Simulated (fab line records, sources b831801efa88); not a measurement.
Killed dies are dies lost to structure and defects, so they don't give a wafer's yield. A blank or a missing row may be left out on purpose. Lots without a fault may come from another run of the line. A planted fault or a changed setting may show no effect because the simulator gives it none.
Problem report in the 8D (eight disciplines) form, filled by code | flow gf180mcu | the parts of the form that need people (team, actions taken, sign-off) are left out

1. THE PROBLEM
chamber_o2_ppm at GF_SALICIDE_RTA_06 reads a mean of 302.005 on 6 wafers of 2 lots; wafers without a fault read 2.002 with a standard deviation of 0.023. That is +99 or more standard deviations from the usual mean.
The step: time 30 s.
First seen on wafer L857.1, day 16 16:31, on rtp_anneal-02. The record holds 42 wafers of 14 lots with a number at this step. Rule for "out", or "out of limits": more than 4 standard deviations from the usual mean. The other wafers with a number count as sound.

2. WHAT IT IS AND WHAT IT IS NOT
question                    | is                     | is not
which readings at this step | chamber_o2_ppm         | lamp_power_pct
which lots                  | L857, L858             | L854, L855, L856, L859, L866, L867, L868, L872, L873, L874, L875, L876
which wafers of those lots  | all that have a number | -
read on which tools         | rtp_anneal-02          | rtp_anneal-01
when                        | from day 16 16:31      | up to then (9 sound wafers); but 27 sound wafers of L859, L866, L867, L868, L872, L873, L874, L875, L876 came after

3. SUSPECTS, AND WHAT RULES EACH OUT
Counting: a tool at a process step up to the reading stays a suspect if it ran every lot that is out and no sound lot after the first of them.
- rtp_anneal-02 at GF_SALICIDE_RTA_06 (time 30 s): ruled out as a lasting fault. Sound lots L866, L867, L873, L874, L875, L876 ran on it after its first lot that is out, L857 (day 16 16:31).
Left after counting: nothing in the record.

4. THE CAUSE (what the simulator had put in)
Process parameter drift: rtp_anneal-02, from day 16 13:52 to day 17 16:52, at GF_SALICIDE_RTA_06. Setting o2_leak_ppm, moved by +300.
Counting ruled it out, wrongly.

5. THE CHAIN OF EFFECTS, in route order
Each row: a reading whose mean over the struck wafers that have a number lies more than 3 standard deviations from the usual. Only readings for which the record gives a usual standard deviation are gone through. hours: the time from each lot's start at the first step in this table that gives one to its start at this step, as a median over the lots. sigmas: the change in usual standard deviations.
hours | step               | reading        | usual | on struck wafers | change   | sigmas
0     | GF_SALICIDE_RTA_06 | chamber_o2_ppm | 2.002 | 302.005          | +300.003 | +99 or more
The process steps in it:
- GF_SALICIDE_RTA_06: time 30 s.
Later measuring or inspecting steps at which every struck wafer that the step has a row for has a number for every such reading, and none has moved that far: GF_CONTACT_OVL_MEAS_15.

6. WHAT WOULD HAVE CAUGHT IT SOONER
In this record the first reading out of limits was taken at day 16 16:31, 3 hours after the fault began at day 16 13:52.
